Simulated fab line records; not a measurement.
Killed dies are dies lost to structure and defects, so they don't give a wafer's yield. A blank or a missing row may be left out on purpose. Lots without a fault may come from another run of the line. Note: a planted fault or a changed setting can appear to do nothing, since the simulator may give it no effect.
Matching of chambers -- flow sfq_line -- SFQ_TRILAYER_I4_CMP_CMP_100 on cmp-02: 4 sister chambers
The step polishes SiO2. 18 wafers are shown with their chamber, then 9 later ones without.

## WAFERS PAIRED WITH THEIR CHAMBERS
wafer,chamber,motor_current_A (A),time_to_endpoint_s (s)
L522.2,0,10.8,228
L522.5,3,11.3,220
L522.6,0,11.1,232
L525.4,1,9.8,228
L525.3,3,11.4,213
L525.6,2,8.0,225
L528.1,2,8.2,213
L528.2,0,10.6,216
L528.4,1,10.0,217
L533.1,3,11.0,201
L533.3,2,7.7,211
L533.4,1,10.2,215
L534.3,3,11.0,205
L534.1,1,10.1,203
L534.6,3,11.0,213
L538.2,3,11.4,205
L538.3,2,8.3,227
L538.6,0,10.0,230

SIGNATURES (means of the wafers above)
reading,chamber 0,chamber 1,chamber 2,chamber 3,scatter within a chamber
motor_current_A,10.625,10.025,8.050,11.183,0.287
time_to_endpoint_s,226.50,215.75,219.00,209.50,8.09
Rule: for a wafer and a chamber, the distance is found by dividing, reading by reading, the gap between the wafer's reading and the chamber's mean by the reading's scatter, squaring, summing and taking the root. The wafer belongs to the nearest chamber; if the next one is less than 2 further off, it can't be placed. The scatter is the square root of a quotient: the sum, over the shown wafers, of each reading's squared deviation from its chamber's mean, divided by wafers minus chambers.

## WAFERS WITHOUT THEIR CHAMBER
wafer,motor_current_A (A),time_to_endpoint_s (s)
L542.1,10.0,209
L542.3,7.9,211
L542.5,9.9,210
L543.2,10.6,212
L543.4,9.6,213
L543.6,10.3,218
L544.3,7.9,208
L544.4,9.8,208
L544.5,11.3,200

## WHICH CHAMBER EACH ONE RAN IN
wafer,from the rows above,in truth
L542.1,1,1
L542.3,2,2
L542.5,1,1
L543.2,can't be placed: 0 or 3 or 1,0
L543.4,1,1
L543.6,can't be placed: 1 or 0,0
L544.3,2,2
L544.4,1,1
L544.5,3,3
Correctly placed: 7 of 9. Can't be placed from these rows: 2 (the true chamber is among the candidates in 2). 0 placed wrongly.
